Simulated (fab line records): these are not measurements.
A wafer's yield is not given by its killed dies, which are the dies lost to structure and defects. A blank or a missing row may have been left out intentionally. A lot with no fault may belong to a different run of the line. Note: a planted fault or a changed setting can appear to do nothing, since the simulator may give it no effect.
What tool caused it? / flow sky130 / route of 708 steps, sampled at 1 step: 24 lots, 72 wafers

## WHAT EACH GAUGE READ, for each wafer
SKY_PWDE_TW_MEAS_10.
lot=L074; measured=day 3 22:43; on=filmMetro-01; PWDE_TW=381.3 378.9 377.7
lot=L075; measured=day 4 00:49; on=filmMetro-03; PWDE_TW=374.9 376.1 375.0
lot=L076; measured=day 4 06:59; on=filmMetro-03; PWDE_TW=374.4 376.1 375.5
lot=L077; measured=day 4 12:04; on=filmMetro-03; PWDE_TW=377.7 376.0 376.3
lot=L078; measured=day 4 20:22; on=filmMetro-02; PWDE_TW=376.7 375.8 375.2
lot=L079; measured=day 4 21:49; on=filmMetro-01; PWDE_TW=376.9 378.5 379.7
lot=L080; measured=day 5 06:04; on=filmMetro-01; PWDE_TW=378.4 375.9 377.7
lot=L081; measured=day 5 13:16; on=filmMetro-01; PWDE_TW=378.8 378.8 377.5
lot=L082; measured=day 5 20:22; on=filmMetro-03; PWDE_TW=374.6 374.7 373.5
lot=L083; measured=day 6 00:23; on=filmMetro-01; PWDE_TW=377.1 380.2 379.1
lot=L084; measured=day 6 03:28; on=filmMetro-03; PWDE_TW=373.7 371.5 373.0
lot=L085; measured=day 6 08:52; on=filmMetro-02; PWDE_TW=376.7 378.1 377.7
lot=L086; measured=day 6 16:43; on=filmMetro-03; PWDE_TW=374.3 373.9 374.2
lot=L087; measured=day 6 21:52; on=filmMetro-03; PWDE_TW=374.1 375.1 375.1
lot=L088; measured=day 7 05:46; on=filmMetro-03; PWDE_TW=374.3 374.4 374.3
lot=L089; measured=day 7 10:01; on=filmMetro-02; PWDE_TW=375.6 377.9 377.7
lot=L090; measured=day 7 15:11; on=filmMetro-01; PWDE_TW=377.7 378.5 377.5
lot=L091; measured=day 7 18:53; on=filmMetro-02; PWDE_TW=377.8 378.7 377.8
lot=L092; measured=day 8 01:29; on=filmMetro-03; PWDE_TW=374.1 376.9 374.2
lot=L093; measured=day 8 12:42; on=filmMetro-02; PWDE_TW=379.8 377.9 379.4
lot=L094; measured=day 8 14:22; on=filmMetro-02; PWDE_TW=377.8 377.7 378.0
lot=L095; measured=day 8 17:46; on=filmMetro-02; PWDE_TW=378.1 380.0 377.9
lot=L096; measured=day 8 18:25; on=filmMetro-02; PWDE_TW=377.7 378.7 378.2
lot=L097; measured=day 9 04:17; on=filmMetro-02; PWDE_TW=377.5 375.5 378.1

## EACH LOT AND THE TOOL THAT RAN IT (in order: tool; ch and the chambers of the sampled wafers; start)
No process step before these readings appears in the record.

## AS READ BY THE TOOLS THEMSELVES (means over the sampled wafers that have a number; for cases with no such wafer, the mark the record gives instead)
The record holds no such reading with a usual standard deviation.

## THE ANSWER, worked out from the rows above alone
Rule: what is usual is taken from the lots themselves. Put in order of their means at a reading, lots are off if they are a third of the lots or fewer, leave a main group of 4 or more, and stand apart from it by a gap of 3 or more times the standard deviation of the main group's means; of several such gaps the widest counts. A main group is skipped when, at the precision printed for the reading in the tables above, its means are all equal. Also off: a lot with no number at a reading for which 4 or more lots have one. Where the step has rows for the other lots, those lots are counted as sound. The gauges are gone through in route order, then the tools' own readings, and for those a lot's mean is taken as printed above. At the first step where some lot is off, the reading lying furthest off is the one used; lots without a number count as furthest.
Across all readings shown, no lot is off: no conclusion can be drawn from this.

## WHAT HAD BEEN PUT IN BY THE SIMULATOR
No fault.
